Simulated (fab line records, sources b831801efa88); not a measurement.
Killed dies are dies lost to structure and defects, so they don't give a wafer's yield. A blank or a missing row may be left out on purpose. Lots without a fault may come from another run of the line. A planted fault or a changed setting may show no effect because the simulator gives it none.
fab line records | flow sky130
record lots=5 wafers=15 last_day=50
route steps=708 shown LDD_HVP@285 LDD_LDN@289 SPACER@304 POLY_CUT@307
lots that met no fault: from a run of the same line without faults
start_h: hours from the record's first day to the start of the lot's first wafer shown | wait_h: hours since the lot's step before | " the same as in the row above | L1.1+2: a row that stands for several wafers | - no value, or no start given | * or withheld: withheld | < > ~ a bound
route shown NAME@n: a module of which the file shows steps, and the number in the route of the first | usual: mean/standard deviation of fault-free wafers | same: alike in all rows | chamber/n: place in a boat | sites: the reading at each site | _std_site: their standard deviation | _edge_site: outer sites' mean less inner sites' | radius_mm: how far each site lies from the wafer's centre | mask NAME#n: copy n | behind: the tool/chamber that last shaped the wafer | hold: why the lot was held/for how many hours/how that ended | device: the transistor (n, p or np) that didn't switch | end of line: the same wafers' tests at the end of the route | a step without rows: its recipe alone | killed: dies lost to structure and defects at the first sort, not the wafer's yield | map: a wafer's dies, x killed, . not, _ none there
set.NAME: the setting as run; set.NAME@STEP: as run at that earlier step | model.NAME: the simulator's own value behind a step, which no gauge read
lots at some steps of the route; a table a step, a row a wafer
services: from which hour (start_h, from the record's first day; less than 0 if before it) a tool's chamber was out of use, for how many hours, and why
## steps
# step SKY_LDD_HVP_OVL_MEAS_07
# usual LDD_HVP_OVL=0.0/1.5
# columns lot.wafer tool chamber start_h wait_h LDD_HVP_OVL[nm]
L077.1 overlay-02 - 537.69 0.1 0.3
L077.2 " - " " 0.6
L077.4 " - " " 1.4
L079.2 overlay-02 - 564.84 0.1 1.1
L079.3 " - " " -1.7
L079.5 " - " " 1.5
L081.2 overlay-01 - 576.37 0.1 0.8
L081.3 " - " " -0.3
L081.6 " - " " -0.1
L087.1 overlay-02 - 622.46 0.1 -1.5
L087.3 " - " " -1.7
L087.4 " - " " -0.2
L094.1 overlay-02 - 665.51 0.1 -1.1
L094.4 " - " " 0.0
L094.5 " - " " 0.2
# step SKY_LDD_HVP_IMPLANT_08
# recipe species=B energy_kev=20 dose_cm2=1.7e+13 tilt_deg=17.9
# usual beam_energy_keV=19.999/0.0065 beam_on_s=9.98/0.2 faraday_current_uA=96.0/2
# columns lot.wafer tool chamber start_h wait_h beam_energy_keV beam_on_s faraday_current_uA
L077.1 implanter-04 0 537.72 0.0 20.009 10.34 92.9
L077.2 " 0 " " 19.999 9.57 99.6
L077.4 " 0 " " 20.001 10.27 93.5
L079.2 implanter-03 0 564.90 0.0 19.990 9.84 97.5
L079.3 " 0 " " 19.999 10.14 94.5
L079.5 " 0 " " 19.991 9.91 96.5
L081.2 implanter-03 0 576.43 0.0 20.002 9.77 98.2
L081.3 " 0 " " 20.004 10.21 93.4
L081.6 " 0 " " 20.003 9.77 98.2
L087.1 implanter-03 0 622.50 0.0 19.993 9.98 96.1
L087.3 " 0 " " 20.002 10.04 95.7
L087.4 " 0 " " 19.995 9.87 97.5
L094.1 implanter-03 0 665.55 0.0 19.992 9.97 96.1
L094.4 " 0 " " 20.000 10.16 93.8
L094.5 " 0 " " 19.989 9.89 96.7
# step SKY_LDD_HVP_STRIP_09
# recipe chemistry=O2/N2 power_w=1400 pressure_mtorr=1500 platen_temp_c=withheld o2_flow_sccm=3000 n2_flow_sccm=300 overash_fraction=0.5
# usual drypump_motor_current_A=5.40/0.29 n2_flow_sccm=299.8/0.91 oes_product_au=0.408/0.0044 strip_time_to_endpoint_s=4.142/0.015
# same overash_fraction=0.5
# columns lot.wafer tool chamber start_h wait_h drypump_motor_current_A n2_flow_sccm oes_product_au rf_hours_counter_h strip_time_to_endpoint_s
L077.1 plasma_asher-04 1 537.87 0.1 5.87 299.2 0.418 11 4.143
L077.2 " 0 " " 5.92 298.9 0.412 11 4.163
L077.4 " 0 " " 5.91 299.4 0.409 - 4.162
L079.2 plasma_asher-04 0 565.02 0.1 5.89 301.5 0.408 15 4.151
L079.3 " 1 " " 5.89 300.0 0.408 - 4.143
L079.5 " 1 " " 5.87 299.4 0.405 - 4.120
L081.2 plasma_asher-03 1 576.55 0.1 5.25 300.4 0.401 75 4.122
L081.3 " 0 " " 5.33 300.9 0.414 - 4.140
L081.6 " 0 " " 5.32 299.4 0.410 - 4.136
L087.1 plasma_asher-04 0 622.65 0.1 5.90 299.6 0.407 21 4.141
L087.3 " 1 " " 5.84 301.7 0.397 - 4.128
L087.4 " 0 " " 5.92 300.0 0.411 - 4.129
L094.1 plasma_asher-01 1 665.70 0.1 5.30 301.7 0.407 54 4.149
L094.4 " 0 " " 5.07 299.3 0.414 - 4.164
L094.5 " 1 " " 5.30 301.3 0.405 - 4.138
# step SKY_LDD_HVP_TW_MEAS_10
# usual LDD_HVP_TW=454/3.5
# columns lot.wafer tool chamber start_h wait_h LDD_HVP_TW
L077.1 film_metro-01 - 537.97 0.1 450
L077.2 " - " " 448
L077.4 " - " " 450
L079.2 film_metro-01 - 565.13 0.1 452
L079.3 " - " " 456
L079.5 " - " " 453
L081.2 film_metro-01 - 576.66 0.1 453
L081.3 " - " " 453
L081.6 " - " " 453
L087.1 film_metro-04 - 622.75 0.1 458
L087.3 " - " " 459
L087.4 " - " " 460
L094.1 film_metro-01 - 665.80 0.1 455
L094.4 " - " " 453
L094.5 " - " " 453
# step SKY_LDD_LDN_DEHYDRATE_00
# recipe temp_c=200 time_s=60
# columns lot.wafer tool chamber start_h wait_h
L077.1+2+4 litho_track-03 0 552.79 14.8
L079.2+3+5 litho_track-04 0 580.11 15.0
L081.2+3+6 litho_track-04 0 590.26 13.6
L087.1+3+4 litho_track-01 0 636.49 13.7
L094.1+4+5 litho_track-03 0 680.04 14.2
# step SKY_LDD_LDN_HMDS_01
# recipe prime_time_s=60 prime_temp_c=120
# columns lot.wafer tool chamber start_h wait_h
L077.1+2+4 litho_track-03 0 552.94 0.1
L079.2+3+5 litho_track-04 0 580.26 0.1
L081.2+3+6 litho_track-04 0 590.41 0.1
L087.1+3+4 litho_track-01 0 636.64 0.1
L094.1+4+5 litho_track-03 0 680.19 0.1
# step SKY_LDD_LDN_COAT_02
# recipe resist=NOVOLAK spin_rpm=3000 resist_thk_nm=1140
# columns lot.wafer tool chamber start_h wait_h
L077.1+2+4 litho_track-03 0 553.09 0.1
L079.2+3+5 litho_track-04 0 580.41 0.1
L081.2+3+6 litho_track-04 0 590.56 0.1
L087.1+3+4 litho_track-01 0 636.79 0.1
L094.1+4+5 litho_track-03 0 680.34 0.1
# step SKY_LDD_LDN_SOFTBAKE_03
# recipe temp_c=90 time_s=60 resist=NOVOLAK
# columns lot.wafer tool chamber start_h wait_h
L077.1+2+4 litho_track-03 0 553.24 0.1
L079.2+3+5 litho_track-04 0 580.56 0.1
L081.2+3+6 litho_track-04 0 590.71 0.1
L087.1+3+4 litho_track-01 0 636.94 0.1
L094.1+4+5 litho_track-03 0 680.49 0.1
# step SKY_LDD_LDN_EXPOSE_04
# recipe mask_id=LDNTM na=0.6 source_shape=conventional sigma_outer=0.6 polarization=unpolarized target_cd_nm=700 dose_mj=140
# usual exposure_dose_mJ_cm2=139.99/0.13
# columns lot.wafer tool chamber start_h wait_h mask exposure_dose_mJ_cm2
L077.1 iline_stepper-01 0 - - LDNTM#0 140.27
L077.2 " 0 " " LDNTM#0 140.18
L077.4 " 0 " " LDNTM#0 140.10
L079.2 iline_stepper-02 0 - - LDNTM#0 140.15
L079.3 " 0 " " LDNTM#0 140.24
L079.5 " 0 " " LDNTM#0 140.12
L081.2 iline_stepper-01 0 - - LDNTM#0 139.90
L081.3 " 0 " " LDNTM#0 140.03
L081.6 " 0 " " LDNTM#0 139.96
L087.1 iline_stepper-01 0 - - LDNTM#0 139.90
L087.3 " 0 " " LDNTM#0 139.78
L087.4 " 0 " " LDNTM#0 140.02
L094.1 iline_stepper-02 0 - - LDNTM#0 139.84
L094.4 " 0 " " LDNTM#0 139.98
L094.5 " 0 " " LDNTM#0 139.99
# step SKY_LDD_LDN_PEB_05
# recipe temp_c=withheld time_s=* resist=NOVOLAK
# columns lot.wafer tool chamber start_h wait_h
L077.1+2+4 litho_track-03 0 - -
L079.2+3+5 litho_track-04 0 - -
L081.2+3+6 litho_track-01 0 - -
L087.1+3+4 litho_track-03 0 - -
L094.1+4+5 litho_track-04 0 - -
# step SKY_LDD_LDN_DEVELOP_06
# recipe resist=NOVOLAK developer=TMAH develop_time_s=60 dev_temp_c=23
# usual developer_temp_C=22.99/0.12
# columns lot.wafer tool chamber start_h wait_h developer_temp_C
L077.1 litho_track-03 0 567.14 0.1 23.02
L077.2 " 0 " " 23.26
L077.4 " 0 " " 23.01
L079.2 litho_track-04 0 594.06 0.1 23.09
L079.3 " 0 " " 23.06
L079.5 " 0 " " 23.13
L081.2 litho_track-01 0 605.71 0.1 22.95
L081.3 " 0 " " 23.00
L081.6 " 0 " " 23.09
L087.1 litho_track-03 0 651.64 0.1 22.85
L087.3 " 0 " " 22.98
L087.4 " 0 " " 22.84
L094.1 litho_track-04 0 694.44 0.1 23.11
L094.4 " 0 " " 22.90
L094.5 " 0 " " 23.07
# step SKY_LDD_LDN_OVL_MEAS_07
# usual LDD_LDN_OVL=1.0/1.3
# columns lot.wafer tool chamber start_h wait_h LDD_LDN_OVL[nm]
L077.1 overlay-01 - 567.29 0.1 -0.2
L077.2 " - " " 0.9
L077.4 " - " " 0.2
L079.2 overlay-01 - 594.20 0.1 1.9
L079.3 " - " " -0.5
L079.5 " - " " 0.1
L081.2 overlay-01 - 605.84 0.1 0.0
L081.3 " - " " 0.3
L081.6 " - " " 1.3
L087.1 overlay-02 - 651.79 0.1 -1.1
L087.3 " - " " 1.6
L087.4 " - " " 0.7
L094.1 overlay-01 - 694.59 0.1 3.0
L094.4 " - " " 0.9
L094.5 " - " " 3.8
# step SKY_LDD_LDN_IMPLANT_08
# recipe species=As energy_kev=15 dose_cm2=1.25e+13 tilt_deg=withheld rotation_deg=23
# usual beam_energy_keV=15.000/0.0043 beam_on_s=10.00/0.19 faraday_current_uA=70.5/1.4
# columns lot.wafer tool chamber start_h wait_h beam_energy_keV beam_on_s faraday_current_uA
L077.1 implanter-01 0 567.32 0.0 15.009 10.07 69.7
L077.2 " 0 " " 15.003 9.77 71.8
L077.4 " 0 " " 15.006 10.10 69.8
L079.2 implanter-04 0 594.25 0.0 15.003 9.96 70.7
L079.3 " 0 " " 14.997 9.99 70.7
L079.5 " 0 " " 15.002 9.89 70.9
L081.2 implanter-04 0 605.90 0.0 14.995 9.83 71.7
L081.3 " 0 " " 15.001 9.59 73.5
L081.6 " 0 " " 15.001 10.05 70.2
L087.1 implanter-02 0 651.82 0.0 14.988 9.89 71.7
L087.3 " 0 " " 14.993 9.80 71.9
L087.4 " 0 " " 14.998 9.91 71.2
L094.1 implanter-04 0 694.63 0.0 14.995 10.39 68.0
L094.4 " 0 " " 14.994 9.98 70.6
L094.5 " 0 " " 14.995 9.99 70.5
# step SKY_LDD_LDN_IMPLANT_09
# recipe species=As energy_kev=15 dose_cm2=1.25e+13 tilt_deg=withheld rotation_deg=113
# usual beam_energy_keV=15.000/0.0041 beam_on_s=9.98/0.22 faraday_current_uA=70.6/1.5
# columns lot.wafer tool chamber start_h wait_h beam_energy_keV beam_on_s faraday_current_uA
L077.1 implanter-01 0 567.47 0.1 15.005 9.88 71.6
L077.2 " 0 " " 15.006 10.12 69.7
L077.4 " 0 " " 15.000 9.92 70.8
L079.2 implanter-04 0 594.40 0.1 14.999 9.99 70.2
L079.3 " 0 " " 15.000 10.31 68.1
L079.5 " 0 " " 14.999 10.14 69.5
L081.2 implanter-04 0 606.05 0.1 15.002 10.16 69.2
L081.3 " 0 " " 14.991 9.80 71.9
L081.6 " 0 " " 14.993 9.92 71.0
L087.1 implanter-02 0 651.97 0.1 15.007 9.85 71.8
L087.3 " 0 " " 15.006 9.60 73.6
L087.4 " 0 " " 15.000 10.24 69.2
L094.1 implanter-04 0 694.78 0.1 14.999 9.69 72.8
L094.4 " 0 " " 14.998 9.67 72.8
L094.5 " 0 " " 14.997 10.18 69.1
# step SKY_LDD_LDN_IMPLANT_10
# recipe species=As energy_kev=15 dose_cm2=1.25e+13 tilt_deg=withheld rotation_deg=203
# usual beam_energy_keV=15.000/0.0042 beam_on_s=9.98/0.2 faraday_current_uA=70.6/1.4
# columns lot.wafer tool chamber start_h wait_h beam_energy_keV beam_on_s faraday_current_uA
L077.1 implanter-01 0 567.62 0.1 15.006 9.76 72.2
L077.2 " 0 " " 15.003 10.02 70.1
L077.4 " 0 " " 14.999 10.11 69.7
L079.2 implanter-04 0 594.55 0.1 14.993 10.00 70.4
L079.3 " 0 " " 15.004 10.34 68.0
L079.5 " 0 " " 14.994 9.91 71.2
L081.2 implanter-04 0 606.20 0.1 15.000 10.10 69.9
L081.3 " 0 " " 14.996 9.66 72.9
L081.6 " 0 " " 15.007 10.25 68.9
L087.1 implanter-02 0 652.12 0.1 15.005 10.21 68.9
L087.3 " 0 " " 15.002 9.68 73.1
L087.4 " 0 " " 14.999 9.94 71.0
L094.1 implanter-04 0 694.93 0.1 14.996 9.77 72.1
L094.4 " 0 " " 15.006 9.58 73.5
L094.5 " 0 " " 15.004 10.14 69.4
# step SKY_LDD_LDN_IMPLANT_11
# recipe species=As energy_kev=15 dose_cm2=1.25e+13 tilt_deg=withheld rotation_deg=293
# usual beam_energy_keV=15.000/0.0045 beam_on_s=9.99/0.2 faraday_current_uA=70.6/1.4
# columns lot.wafer tool chamber start_h wait_h beam_energy_keV beam_on_s faraday_current_uA
L077.1 implanter-01 0 567.77 0.1 15.000 10.09 69.9
L077.2 " 0 " " 15.002 9.66 72.8
L077.4 " 0 " " 15.004 10.01 70.1
L079.2 implanter-04 0 594.70 0.1 15.001 9.96 70.7
L079.3 " 0 " " 15.001 9.92 71.4
L079.5 " 0 " " 14.997 9.91 71.5
L081.2 implanter-04 0 606.35 0.1 15.004 9.90 71.1
L081.3 " 0 " " 15.004 10.06 70.2
L081.6 " 0 " " 15.008 10.06 70.1
L087.1 implanter-02 0 652.27 0.1 15.005 10.16 69.0
L087.3 " 0 " " 15.003 9.79 72.2
L087.4 " 0 " " 14.999 10.32 68.2
L094.1 implanter-04 0 695.08 0.1 15.001 9.92 71.4
L094.4 " 0 " " 15.002 10.08 69.8
L094.5 " 0 " " 14.999 9.85 71.6
# step SKY_LDD_LDN_STRIP_12
# recipe chemistry=O2/N2 power_w=1400 pressure_mtorr=1500 platen_temp_c=withheld o2_flow_sccm=3000 n2_flow_sccm=300 overash_fraction=0.5
# usual drypump_motor_current_A=5.41/0.28 n2_flow_sccm=300.1/0.94 oes_product_au=0.716/0.0043 strip_time_to_endpoint_s=14.20/0.032
# same overash_fraction=0.5
# columns lot.wafer tool chamber start_h wait_h drypump_motor_current_A n2_flow_sccm oes_product_au rf_hours_counter_h strip_time_to_endpoint_s
L077.1 plasma_asher-02 1 567.92 0.1 5.93 300.0 0.711 87 14.22
L077.2 " 0 " " 5.68 298.7 0.720 87 14.21
L077.4 " 0 " " 5.68 299.9 0.716 - 14.21
L079.2 plasma_asher-01 1 594.83 0.1 5.31 299.1 0.713 47 14.18
L079.3 " 1 " " 5.33 300.0 0.714 - 14.21
L079.5 " 0 " " 5.13 300.6 0.709 - 14.19
L081.2 plasma_asher-01 1 606.47 0.1 5.29 300.2 0.719 48 14.15
L081.3 " 1 " " 5.26 299.2 0.722 - 14.21
L081.6 " 1 " " 5.28 298.8 0.714 - 14.17
L087.1 plasma_asher-03 1 652.42 0.1 5.29 299.9 0.718 83 14.22
L087.3 " 1 " " 5.25 300.1 0.716 - 14.23
L087.4 " 0 " " 5.31 299.9 0.712 - 14.21
L094.1 plasma_asher-01 1 695.23 0.1 5.31 299.6 0.723 57 14.17
L094.4 " 0 " " 5.12 299.7 0.717 - 14.24
L094.5 " 1 " " 5.32 299.6 0.710 - 14.21
# step SKY_LDD_LDN_TW_MEAS_13
# usual LDD_LDN_TW=1464/7.1
# columns lot.wafer tool chamber start_h wait_h LDD_LDN_TW
L077.1 film_metro-03 - 568.02 0.1 1453
L077.2 " - " " 1451
L077.4 " - " " 1463
L079.2 film_metro-01 - 594.94 0.1 1460
L079.3 " - " " 1468
L079.5 " - " " 1465
L081.2 film_metro-03 - 606.58 0.1 1457
L081.3 " - " " 1455
L081.6 " - " " 1458
L087.1 film_metro-01 - 652.52 0.1 1481
L087.3 " - " " 1477
L087.4 " - " " 1471
L094.1 film_metro-03 - 695.33 0.1 1459
L094.4 " - " " 1464
L094.5 " - " " 1464
# step SKY_LDD_LDN_CLEAN_14
# recipe chemistry=SC1/SC2 mix=1:4:20 temp_c=70 time_s=150 dry=n2_spin
# usual bath_guard_temp_C=70.0/0.48
# columns lot.wafer tool chamber start_h wait_h bath_guard_temp_C
L077.1 wet_bench-01 3 568.08 0.1 69.7
L077.2 " 3 " " 70.1
L077.4 " 3 " " 70.2
L079.2 wet_bench-04 1 594.99 0.0 69.7
L079.3 " 1 " " 69.8
L079.5 " 1 " " 70.0
L081.2 wet_bench-04 3 606.63 0.0 69.3
L081.3 " 3 " " 69.3
L081.6 " 3 " " 69.3
L087.1 wet_bench-01 3 652.58 0.1 69.7
L087.3 " 3 " " 70.2
L087.4 " 3 " " 70.2
L094.1 wet_bench-01 2 695.39 0.1 70.3
L094.4 " 2 " " 69.9
L094.5 " 2 " " 70.4
# step SKY_SPACER_CVD_00
# recipe material=Si3N4 precursor=DCS/NH3 target_thk_nm=43.1 temp_c=770 time_s=740 pressure_mtorr=250
# usual spike_tc_lower_C=770.3/0.97 susceptor_temp_C=770.0/0.33 zone_power_upper_pct=13.9/1.7
# columns lot.wafer tool chamber start_h wait_h spike_tc_lower_C susceptor_temp_C zone_power_upper_pct
L077.1 lpcvd-02 1 568.26 0.1 770.8 769.8 12.1
L077.2 " 1 " " 769.4 769.5 12.3
L077.4 " 1 " " 769.0 769.9 12.4
L079.2 lpcvd-02 0 595.04 0.0 770.0 770.4 15.5
L079.3 " 0 " " 768.8 770.3 15.8
L079.5 " 0 " " 768.8 769.9 15.7
L081.2 lpcvd-02 1 606.69 0.0 771.8 769.9 12.3
L081.3 " 1 " " 772.4 770.3 12.4
L081.6 " 1 " " 770.8 770.3 12.4
L087.1 lpcvd-02 1 654.36 1.7 770.3 769.8 12.2
L087.3 " 1 " " 771.2 769.7 12.4
L087.4 " 1 " " 769.8 769.7 12.3
L094.1 lpcvd-02 0 696.69 1.3 770.5 770.6 15.7
L094.4 " 0 " " 770.0 770.7 15.8
L094.5 " 0 " " 770.6 770.9 16.0
# step SKY_SPACER_THK_MEAS_01
# recipe reads=Si3N4_of_SPACER_CVD_00
# usual SPACER_CVD_00_THK=43.3/0.4
# columns lot.wafer tool chamber start_h wait_h SPACER_CVD_00_THK[nm]
L077.1 film_metro-03 - 569.47 0.0 44.0
L077.2 " - " " 44.0
L077.4 " - " " 44.0
L079.2 film_metro-01 - 596.25 0.0 43.9
L079.3 " - " " 43.7
L079.5 " - " " 44.1
L081.2 film_metro-01 - 607.91 0.0 43.3
L081.3 " - " " 43.7
L081.6 " - " " 43.5
L087.1 film_metro-03 - 655.56 0.0 42.8
L087.3 " - " " 42.8
L087.4 " - " " 42.8
L094.1 film_metro-04 - 697.89 0.0 43.0
L094.4 " - " " 42.8
L094.5 " - " " 43.3
# step SKY_SPACER_ETCHBACK_02
# recipe chemistry=CH3F/O2 target=Si3N4 stop_on=SiO2 source_w=400 bias_w=80 pressure_mtorr=25 ch3f_flow_sccm=40 O2_flow_sccm=30 time_s=46.7 target_depth_a=450
# usual drypump_motor_current_A=5.8/0.53 oes_product_au=0.857/0.0064 throttle_valve_pct=10.562/0.0098
# columns lot.wafer tool chamber start_h wait_h drypump_motor_current_A oes_product_au rf_hours_counter_h throttle_valve_pct
L077.1 rie_diel-02 2 569.53 0.1 6.6 0.869 17 10.573
L077.2 " 0 " " 6.0 0.865 15 10.579
L077.4 " 1 " " 5.5 0.866 10 10.551
L079.2 rie_diel-04 0 596.30 0.0 6.3 0.858 75 10.565
L079.3 " 3 " " 5.3 0.865 5 10.560
L079.5 " 0 " " 6.3 0.868 - 10.563
L081.2 rie_diel-03 3 607.96 0.0 6.0 0.856 1 10.584
L081.3 " 2 " " 5.0 0.872 2 10.549
L081.6 " 3 " " 6.0 0.857 - 10.561
L087.1 rie_diel-02 2 655.62 0.1 6.7 0.855 19 10.548
L087.3 " 0 " " 6.0 0.853 17 10.564
L087.4 " 3 " " 6.2 0.860 4 10.563
L094.1 rie_diel-02 2 697.95 0.1 6.7 0.850 20 10.569
L094.4 " 3 " " 6.2 0.850 5 10.574
L094.5 " 2 " " 6.7 0.857 - 10.560
# step SKY_POLY_CUT_DEHYDRATE_00
# recipe temp_c=200 time_s=60
# columns lot.wafer tool chamber start_h wait_h
L077.1+2+4 litho_track-04 0 583.94 14.4
L079.2+3+5 litho_track-01 0 611.16 14.8
L081.2+3+6 litho_track-04 0 621.66 13.7
L087.1+3+4 litho_track-01 0 669.44 13.8
L094.1+4+5 litho_track-04 0 711.24 13.3
# step SKY_POLY_CUT_HMDS_01
# recipe prime_time_s=60 prime_temp_c=120
# columns lot.wafer tool chamber start_h wait_h
L077.1+2+4 litho_track-04 0 584.09 0.1
L079.2+3+5 litho_track-01 0 611.31 0.1
L081.2+3+6 litho_track-04 0 621.81 0.1
L087.1+3+4 litho_track-01 0 669.59 0.1
L094.1+4+5 litho_track-04 0 711.39 0.1
# step SKY_POLY_CUT_COAT_02
# recipe resist=BARC temp_c=withheld time_s=withheld spin_rpm=3000 resist_thk_nm=60
# columns lot.wafer tool chamber start_h wait_h
L077.1+2+4 litho_track-04 0 584.24 0.1
L079.2+3+5 litho_track-01 0 611.46 0.1
L081.2+3+6 litho_track-04 0 621.96 0.1
L087.1+3+4 litho_track-01 0 669.74 0.1
L094.1+4+5 litho_track-04 0 711.54 0.1
# step SKY_POLY_CUT_COAT_03
# recipe resist=KrF-thick spin_rpm=3000 resist_thk_nm=450
# columns lot.wafer tool chamber start_h wait_h
L077.1+2+4 litho_track-04 0 - -
L079.2+3+5 litho_track-01 0 - -
L081.2+3+6 litho_track-04 0 - -
L087.1+3+4 litho_track-01 0 - -
L094.1+4+5 litho_track-04 0 - -
# step SKY_POLY_CUT_SOFTBAKE_04
# recipe temp_c=100 time_s=90 resist=KrF-thick
# columns lot.wafer tool chamber start_h wait_h
L077.1+2+4 litho_track-04 0 - -
L079.2+3+5 litho_track-01 0 - -
L081.2+3+6 litho_track-04 0 - -
L087.1+3+4 litho_track-01 0 - -
L094.1+4+5 litho_track-04 0 - -
# step SKY_POLY_CUT_EXPOSE_05
# recipe mask_id=NPCM na=0.8 source_shape=annular sigma_inner=0.55 sigma_outer=0.85 target_cd_nm=270 dose_mj=32
# usual exposure_dose_mJ_cm2=31.97/0.033
# same sigma_inner=0.55
# columns lot.wafer tool chamber start_h wait_h mask exposure_dose_mJ_cm2
L077.1 krf_scanner-02 0 - - NPCM#0 32.05
L077.2 " 0 " " NPCM#0 32.02
L077.4 " 0 " " NPCM#0 31.99
L079.2 krf_scanner-01 0 - - NPCM#0 31.99
L079.3 " 0 " " NPCM#0 31.99
L079.5 " 0 " " NPCM#0 31.97
L081.2 krf_scanner-01 0 - - NPCM#0 31.99
L081.3 " 0 " " NPCM#0 31.97
L081.6 " 0 " " NPCM#0 31.95
L087.1 krf_scanner-01 0 - - NPCM#0 31.97
L087.3 " 0 " " NPCM#0 31.96
L087.4 " 0 " " NPCM#0 31.98
L094.1 krf_scanner-01 0 - - NPCM#0 31.96
L094.4 " 0 " " NPCM#0 31.95
L094.5 " 0 " " NPCM#0 31.97
# step SKY_POLY_CUT_PEB_06
# recipe peb_temp_c=withheld peb_time_s=withheld resist=KrF-thick
# columns lot.wafer tool chamber start_h wait_h
L077.1+2+4 litho_track-01 0 - -
L079.2+3+5 litho_track-04 0 - -
L081.2+3+6 litho_track-04 0 - -
L087.1+3+4 litho_track-04 0 - -
L094.1+4+5 litho_track-04 0 - -
# step SKY_POLY_CUT_DEVELOP_07
# recipe develop_time_s=60 resist=KrF-thick dev_temp_c=21
# usual developer_temp_C=21.02/0.091
# columns lot.wafer tool chamber start_h wait_h developer_temp_C
L077.1 litho_track-01 0 - - 21.06
L077.2 " 0 " " 21.04
L077.4 " 0 " " 21.11
L079.2 litho_track-04 0 - - 20.95
L079.3 " 0 " " 20.92
L079.5 " 0 " " 20.84
L081.2 litho_track-04 0 - - 21.01
L081.3 " 0 " " 21.10
L081.6 " 0 " " 20.94
L087.1 litho_track-04 0 - - 21.10
L087.3 " 0 " " 21.16
L087.4 " 0 " " 21.12
L094.1 litho_track-04 0 - - 21.01
L094.4 " 0 " " 20.99
L094.5 " 0 " " 21.14
# step SKY_POLY_CUT_CD_MEAS_08
# recipe target_cd_nm=270
# usual cd_nm=269.6/1.5
# columns lot.wafer tool chamber start_h wait_h cd_nm
L077.1 cd_sem-01 - 598.69 - 267.5
L077.2 " - " " 267.6
L077.4 " - " " 267.7
L079.2 cd_sem-02 - 626.17 - 268.8
L079.3 " - " " 268.3
L079.5 " - " " 269.1
L081.2 cd_sem-02 - 636.61 - 269.1
L081.3 " - " " 267.9
L081.6 " - " " 270.5
L087.1 cd_sem-01 - 684.14 - 264.9
L087.3 " - " " 265.0
L087.4 " - " " 267.1
L094.1 cd_sem-02 - 726.24 - 268.4
L094.4 " - " " 270.4
L094.5 " - " " 268.6
# step SKY_POLY_CUT_OVL_MEAS_09
# usual POLY_CUT_OVL=0/6.9
# columns lot.wafer tool chamber start_h wait_h POLY_CUT_OVL[nm]
L077.1 overlay-02 - 598.81 0.1 -4
L077.2 " - " " -7
L077.4 " - " " -8
L079.2 overlay-01 - 626.28 0.1 1
L079.3 " - " " 7
L079.5 " - " " 13
L081.2 overlay-02 - 636.72 0.1 -4
L081.3 " - " " 7
L081.6 " - " " -4
L087.1 overlay-01 - 684.26 0.1 5
L087.3 " - " " 6
L087.4 " - " " -8
L094.1 overlay-01 - 726.37 0.1 7
L094.4 " - " " 0
L094.5 " - " " 8
# step SKY_POLY_CUT_ETCH_10
# recipe chemistry=N2/H2 target=BARC ion_energy_ev=200 source_w=500 bias_w=100 pressure_mtorr=30 n2_flow_sccm=100 h2_flow_sccm=200 stop_on=SiO2 time_s=45.9 target_depth_a=600
# usual drypump_motor_current_A=5.8/0.48 n2_flow_sccm=100.0/0.32 oes_product_au=0.855/0.0046 throttle_valve_pct=13.224/0.0094
# columns lot.wafer tool chamber start_h wait_h drypump_motor_current_A n2_flow_sccm oes_product_au rf_hours_counter_h throttle_valve_pct
L077.1 rie_diel-03 1 598.84 0.0 5.2 100.1 0.842 1 13.219
L077.2 " 0 " " 6.0 100.1 0.858 3 13.211
L077.4 " 2 " " 5.0 99.9 0.866 2 13.242
L079.2 rie_diel-04 0 626.31 0.0 6.3 100.9 0.859 75 13.226
L079.3 " 3 " " 5.3 99.6 0.849 - 13.202
L079.5 " 0 " " 6.4 100.5 0.861 - 13.224
L081.2 rie_diel-01 2 636.75 0.0 6.0 99.6 0.857 11 13.215
L081.3 " 0 " " 5.9 99.9 0.852 7 13.228
L081.6 " 3 " " 6.2 99.8 0.859 - 13.241
L087.1 rie_diel-04 3 684.30 0.0 5.3 100.0 0.855 7 13.241
L087.3 " 0 " " 6.3 100.0 0.844 1 13.222
L087.4 " 1 " " 6.4 100.1 0.854 3 13.217
L094.1 rie_diel-03 0 726.41 0.0 6.0 100.0 0.860 5 13.232
L094.4 " 1 " " 5.1 100.2 0.852 - 13.220
L094.5 " 0 " " 6.0 100.4 0.855 - 13.232
# step SKY_POLY_CUT_ETCH_11
# recipe target=Si3N4 chemistry=CF4/CH2F2/Ar stop_on=poly-Si source_w=600 bias_w=150 pressure_mtorr=40 cf4_flow_sccm=40 ch2f2_flow_sccm=20 Ar_flow_sccm=150 time_s=42.5 target_depth_a=600
# usual drypump_motor_current_A=5.8/0.48 mfc_ar_sccm=150.0/0.42 oes_product_au=0.831/0.0069 throttle_valve_pct=14.994/0.0091
# columns lot.wafer tool chamber start_h wait_h drypump_motor_current_A mfc_ar_sccm oes_product_au rf_hours_counter_h throttle_valve_pct
L077.1 rie_diel-03 1 598.88 0.0 5.2 150.0 0.819 1 14.978
L077.2 " 0 " " 5.9 149.5 0.818 3 15.012
L077.4 " 2 " " 5.0 150.0 0.824 2 15.002
L079.2 rie_diel-04 0 626.37 0.0 6.4 149.5 0.822 75 14.988
L079.3 " 3 " " 5.3 149.4 0.818 - 14.995
L079.5 " 0 " " 6.4 149.1 0.814 - 14.975
L081.2 rie_diel-01 2 636.79 0.0 6.0 150.4 0.838 11 14.993
L081.3 " 0 " " 5.9 150.5 0.844 7 14.994
L081.6 " 3 " " 6.2 151.1 0.828 - 14.997
L087.1 rie_diel-04 3 684.34 0.0 5.3 150.5 0.830 7 14.993
L087.3 " 0 " " 6.3 150.0 0.833 1 15.002
L087.4 " 1 " " 6.4 150.0 0.832 3 14.998
L094.1 rie_diel-03 0 726.45 0.0 6.0 149.6 0.830 5 14.988
L094.4 " 1 " " 5.2 149.5 0.830 - 15.007
L094.5 " 0 " " 5.9 149.3 0.821 - 14.995
## services
# columns tool chamber start_h hours kind
lpcvd-02 - 535.35 2.8 pm
implanter-02 - 537.04 2.7 repair
implanter-02 - 549.27 6.0 repair
implanter-03 - 554.95 2.1 pm
implanter-04 - 562.44 1.4 repair
rie_diel-03 1 563.97 1.4 repair
krf_scanner-01 - 568.41 4.4 pm
krf_scanner-01 - 572.78 0.8 pm
implanter-01 - 601.09 0.6 repair
rie_diel-04 0 606.11 16.3 repair
lpcvd-02 - 614.32 7.3 repair
krf_scanner-01 - 620.15 1.3 pm
rie_diel-04 1 620.27 8.9 repair
implanter-02 - 623.79 3.5 pm
rie_diel-04 2 625.20 9.6 repair
krf_scanner-01 - 629.39 1.0 pm
implanter-01 - 636.26 4.8 repair
implanter-04 - 637.25 2.0 pm
rie_diel-04 1 638.24 1.6 repair
implanter-04 - 645.51 1.1 repair
krf_scanner-01 - 651.56 0.2 repair
rie_diel-03 3 675.30 7.5 repair
lpcvd-02 - 714.23 4.3 pm
rie_diel-03 2 723.66 3.0 repair
## key
fault none
